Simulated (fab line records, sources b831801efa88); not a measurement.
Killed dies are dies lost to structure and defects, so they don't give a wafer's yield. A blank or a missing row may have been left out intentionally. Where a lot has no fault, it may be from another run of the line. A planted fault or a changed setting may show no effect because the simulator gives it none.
What tool caused it? :: flow sky130 :: 35 wafers from 12 lots sampled at 6 of the route's 708 steps

== WHAT EACH GAUGE READ, for each wafer ==
SKY_SD_N_RS_MEAS_17: measurement is done with a four-point probe.
lot: L336
measured: day 28 14:08
on: film-metro-03
SD_P_RS (ohm/sq): 147.2 146.7 146.6

lot: L337
measured: day 28 23:48
on: film-metro-03
SD_P_RS (ohm/sq): 147.4 147.4 147.2

lot: L338
measured: day 29 04:03
on: film-metro-02
SD_P_RS (ohm/sq): 147.0 147.4 147.2

lot: L340
measured: day 30 11:26
on: film-metro-02
SD_P_RS (ohm/sq): 147.1 147.1 146.9

lot: L341
measured: day 30 14:05
on: film-metro-03
SD_P_RS (ohm/sq): 147.0 147.0 147.1

lot: L342
measured: day 30 18:04
on: film-metro-04
SD_P_RS (ohm/sq): 147.4 147.6 147.2

lot: L343
measured: day 31 19:26
on: film-metro-04
SD_P_RS (ohm/sq): 147.7 147.6 147.8

lot: L345
measured: day 32 18:36
on: film-metro-02
SD_P_RS (ohm/sq): 147.0 147.1 147.3

lot: L347
measured: day 32 19:10
on: film-metro-04
SD_P_RS (ohm/sq): 147.3 147.7

lot: L348
measured: day 32 21:17
on: film-metro-03
SD_P_RS (ohm/sq): 147.0 146.9 147.3

lot: L356
measured: day 35 09:50
on: film-metro-04
SD_P_RS (ohm/sq): 147.3 147.8 147.6

lot: L355
measured: day 35 10:53
on: film-metro-04
SD_P_RS (ohm/sq): 147.8 147.3 147.1

SKY_LOCAL_INTERCONNECT_THK_MEAS_02: measures by xrf.
lot: L336
measured: day 29 20:34
on: film-metro-01
LOCAL_INTERCONNECT_TIN_THK (nm): 101.0 99.1 100.7

lot: L337
measured: day 30 06:57
on: film-metro-04
LOCAL_INTERCONNECT_TIN_THK (nm): 100.0 100.5 100.8

lot: L338
measured: day 30 10:50
on: film-metro-01
LOCAL_INTERCONNECT_TIN_THK (nm): 100.0 100.7 100.8

lot: L340
measured: day 31 17:02
on: film-metro-04
LOCAL_INTERCONNECT_TIN_THK (nm): 99.1 98.1 99.0

lot: L341
measured: day 31 19:55
on: film-metro-02
LOCAL_INTERCONNECT_TIN_THK (nm): 97.8 97.4 99.1

lot: L342
measured: day 31 23:38
on: film-metro-01
LOCAL_INTERCONNECT_TIN_THK (nm): 99.6 98.3 101.3

lot: L343
measured: day 33 00:50
on: film-metro-01
LOCAL_INTERCONNECT_TIN_THK (nm): 100.0 98.2 99.6

lot: L345
measured: day 34 00:15
on: film-metro-01
LOCAL_INTERCONNECT_TIN_THK (nm): 97.3 96.5 97.1

lot: L347
measured: day 34 00:36
on: film-metro-02
LOCAL_INTERCONNECT_TIN_THK (nm): 98.8 98.7

lot: L348
measured: day 34 02:40
on: film-metro-01
LOCAL_INTERCONNECT_TIN_THK (nm): 99.1 98.8 99.8

lot: L356
measured: day 36 13:56
on: film-metro-01
LOCAL_INTERCONNECT_TIN_THK (nm): 99.4 101.9 101.3

lot: L355
measured: day 36 15:10
on: film-metro-04
LOCAL_INTERCONNECT_TIN_THK (nm): 98.1 98.6 97.7

SKY_CONTACT_THK_MEAS_03.
lot: L336
measured: day 31 01:04
on: film-metro-02
CONTACT_HDPCVD_THK (nm): 559 561 565

lot: L337
measured: day 31 11:41
on: film-metro-02
CONTACT_HDPCVD_THK (nm): 553 563 560

lot: L338
measured: day 31 15:30
on: film-metro-01
CONTACT_HDPCVD_THK (nm): 569 562 559

lot: L340
measured: day 32 21:03
on: film-metro-01
CONTACT_HDPCVD_THK (nm): 566 567 562

lot: L341
measured: day 32 23:25
on: film-metro-01
CONTACT_HDPCVD_THK (nm): 554 562 557

lot: L342
measured: day 33 04:02
on: film-metro-03
CONTACT_HDPCVD_THK (nm): 574 562 569

lot: L343
measured: day 34 04:45
on: film-metro-03
CONTACT_HDPCVD_THK (nm): 557 567 562

lot: L345
measured: day 35 03:25
on: film-metro-01
CONTACT_HDPCVD_THK (nm): 596 571 565

lot: L347
measured: day 35 04:10
on: film-metro-02
CONTACT_HDPCVD_THK (nm): 568 575

lot: L348
measured: day 35 06:12
on: film-metro-03
CONTACT_HDPCVD_THK (nm): 576 565 568

lot: L356
measured: day 37 16:50
on: film-metro-03
CONTACT_HDPCVD_THK (nm): 561 574 570

lot: L355
measured: day 37 17:33
on: film-metro-03
CONTACT_HDPCVD_THK (nm): 559 570 571

SKY_CONTACT_OVL_MEAS_15.
lot: L336
measured: day 32 04:39
on: overlay-02
CONTACT_OVL (nm): -1 5 11

lot: L337
measured: day 32 16:14
on: overlay-02
CONTACT_OVL (nm): 2 9 2

lot: L338
measured: day 32 18:43
on: overlay-01
CONTACT_OVL (nm): 0 -11 1

lot: L340
measured: day 34 00:27
on: overlay-01
CONTACT_OVL (nm): -4 6 -6

lot: L341
measured: day 34 02:49
on: overlay-01
CONTACT_OVL (nm): 0 8 3

lot: L342
measured: day 34 07:33
on: overlay-02
CONTACT_OVL (nm): 0 5 4

lot: L343
measured: day 35 07:29
on: overlay-01
CONTACT_OVL (nm): 1 14 4

lot: L345
measured: day 36 04:59
on: overlay-02
CONTACT_OVL (nm): -6 -3 -1

lot: L347
measured: day 36 07:14
on: overlay-01
CONTACT_OVL (nm): 11 2

lot: L348
measured: day 36 09:16
on: overlay-02
CONTACT_OVL (nm): -9 2 -11

lot: L356
measured: day 38 19:17
on: overlay-02
CONTACT_OVL (nm): 6 -7 4

lot: L355
measured: day 38 19:39
on: overlay-02
CONTACT_OVL (nm): -1 5 -1

== WHAT TOOL EACH LOT RAN ON (gives the tool, then ch and the chambers of the sampled wafers, and finally the start) ==
lot: L336
SKY_CONTACT_HDPCVD_02: hdpcvd-01 ch 0,2, day 31 00:59
SKY_CONTACT_CMP_04: cmp-02 ch 1,3, day 31 01:07

lot: L337
SKY_CONTACT_HDPCVD_02: hdpcvd-02 ch 0,1,2, day 31 11:37
SKY_CONTACT_CMP_04: cmp-01 ch 0,1,2, day 31 11:54

lot: L338
SKY_CONTACT_HDPCVD_02: hdpcvd-02 ch 1,2, day 31 15:24
SKY_CONTACT_CMP_04: cmp-01 ch 2,3, day 31 15:34

lot: L340
SKY_CONTACT_HDPCVD_02: hdpcvd-02 ch 0,2, day 32 20:59
SKY_CONTACT_CMP_04: cmp-02 ch 0,3, day 32 21:09

lot: L341
SKY_CONTACT_HDPCVD_02: hdpcvd-02 ch 1,2, day 32 23:20
SKY_CONTACT_CMP_04: cmp-01 ch 2,3, day 32 23:28

lot: L342
SKY_CONTACT_HDPCVD_02: hdpcvd-02 ch 0,2, day 33 03:57
SKY_CONTACT_CMP_04: cmp-02 ch 0,1,2, day 33 04:11

lot: L343
SKY_CONTACT_HDPCVD_02: hdpcvd-02 ch 0,2, day 34 04:41
SKY_CONTACT_CMP_04: cmp-01 ch 0,3, day 34 04:49

lot: L345
SKY_CONTACT_HDPCVD_02: hdpcvd-02 ch 0,1,2, day 35 03:22
SKY_CONTACT_CMP_04: cmp-01 ch 0,1,3, day 35 03:33

lot: L347
SKY_CONTACT_HDPCVD_02: hdpcvd-01 ch 0,1, day 35 04:05
SKY_CONTACT_CMP_04: cmp-02 ch 2,3, day 35 04:16

lot: L348
SKY_CONTACT_HDPCVD_02: hdpcvd-01 ch 0,1, day 35 06:08
SKY_CONTACT_CMP_04: cmp-02 ch 0,2,3, day 35 06:22

lot: L356
SKY_CONTACT_HDPCVD_02: hdpcvd-01 ch 1,2, day 37 16:45
SKY_CONTACT_CMP_04: cmp-02 ch 0,2,3, day 37 16:59

lot: L355
SKY_CONTACT_HDPCVD_02: hdpcvd-01 ch 1,2, day 37 17:28
SKY_CONTACT_CMP_04: cmp-01 ch 1,2,3, day 37 17:38
- SKY_CONTACT_HDPCVD_02: deposits SiO2, target thk 565 nm, time 94.2 s.
- SKY_CONTACT_CMP_04: polishes SiO2.

== AS READ BY THE TOOLS THEMSELVES (means over the sampled wafers that have a number; for cases with no such wafer, the mark the record gives instead) ==
SKY_CONTACT_HDPCVD_02.
lot: L336
tool: hdpcvd-01
pressure-mtorr (mTorr): 6.003
run-length-s (s): 122.5

lot: L337
tool: hdpcvd-02
pressure-mtorr (mTorr): 5.993
run-length-s (s): 122.2

lot: L338
tool: hdpcvd-02
pressure-mtorr (mTorr): 6.001
run-length-s (s): 121.9

lot: L340
tool: hdpcvd-02
pressure-mtorr (mTorr): 6.005
run-length-s (s): 122.6

lot: L341
tool: hdpcvd-02
pressure-mtorr (mTorr): 5.999
run-length-s (s): 121.9

lot: L342
tool: hdpcvd-02
pressure-mtorr (mTorr): 5.992
run-length-s (s): 122.6

lot: L343
tool: hdpcvd-02
pressure-mtorr (mTorr): 5.993
run-length-s (s): 122.5

lot: L345
tool: hdpcvd-02
pressure-mtorr (mTorr): 6.006
run-length-s (s): 124.2

lot: L347
tool: hdpcvd-01
pressure-mtorr (mTorr): 5.989
run-length-s (s): 122.1

lot: L348
tool: hdpcvd-01
pressure-mtorr (mTorr): 6.000
run-length-s (s): 122.5

lot: L356
tool: hdpcvd-01
pressure-mtorr (mTorr): 5.995
run-length-s (s): 121.9

lot: L355
tool: hdpcvd-01
pressure-mtorr (mTorr): 6.002
run-length-s (s): 122.1

SKY_CONTACT_CMP_04.
lot: L336
tool: cmp-02
motor-current-A (A): 12.8
time-to-endpoint-s (s): 81

lot: L337
tool: cmp-01
motor-current-A (A): 12.8
time-to-endpoint-s (s): 83

lot: L338
tool: cmp-01
motor-current-A (A): 12.9
time-to-endpoint-s (s): 79

lot: L340
tool: cmp-02
motor-current-A (A): 13.0
time-to-endpoint-s (s): 77

lot: L341
tool: cmp-01
motor-current-A (A): 13.2
time-to-endpoint-s (s): 84

lot: L342
tool: cmp-02
motor-current-A (A): 12.2
time-to-endpoint-s (s): 82

lot: L343
tool: cmp-01
motor-current-A (A): 13.2
time-to-endpoint-s (s): 83

lot: L345
tool: cmp-01
motor-current-A (A): 12.6
time-to-endpoint-s (s): 94

lot: L347
tool: cmp-02
motor-current-A (A): 13.1
time-to-endpoint-s (s): 82

lot: L348
tool: cmp-02
motor-current-A (A): 12.3
time-to-endpoint-s (s): 84

lot: L356
tool: cmp-02
motor-current-A (A): 12.7
time-to-endpoint-s (s): 84

lot: L355
tool: cmp-01
motor-current-A (A): 13.3
time-to-endpoint-s (s): 86

== THE ANSWER, worked out from the rows above alone ==
Rule: usual is defined by the lots themselves. The widest of any qualifying gaps counts: lots, ordered by their means at a reading, are off when they make up no more than a third of the lots, leave a main group of 4 or more, and stand apart from it by 3 or more times the standard deviation of that group's means. If all means in a main group match to the digits the tables above print for the reading, that group is not used. Also off: a lot with no number at a reading for which 4 or more lots have one. Any other lot the step has rows for is counted as sound. Order of review: gauges by route order, followed by the tools' own readings, for which a lot's mean as printed above is used. The first step at which some lot is off is used, and at that step the reading that is off furthest; a lot without a number counts as furthest.
Off at SKY_CONTACT_HDPCVD_02 (run-length-s): L345. The main group has a mean of 122.3 s with a standard deviation of 0.28.
A tool fits if, at that step or a process step before it, it ran every lot that is off, and no sound lot after the first of them. One fits: hdpcvd-02 at SKY_CONTACT_HDPCVD_02. Its last sound lot is L343 (day 34 04:41), its first lot that is off L345 (day 35 03:22): a fault that began between those two fits.
The tool's own readings at SKY_CONTACT_HDPCVD_02 bear it out: on the lots that are off they differ by more than 5 times the standard deviation of the sound lots' means. run-length-s reads 124.2 s there against 122.3 s on the sound lots.

== WHAT THE SIMULATOR PUT IN ==
hdpcvd-02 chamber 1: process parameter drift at SKY_CONTACT_HDPCVD_02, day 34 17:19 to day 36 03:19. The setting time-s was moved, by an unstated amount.
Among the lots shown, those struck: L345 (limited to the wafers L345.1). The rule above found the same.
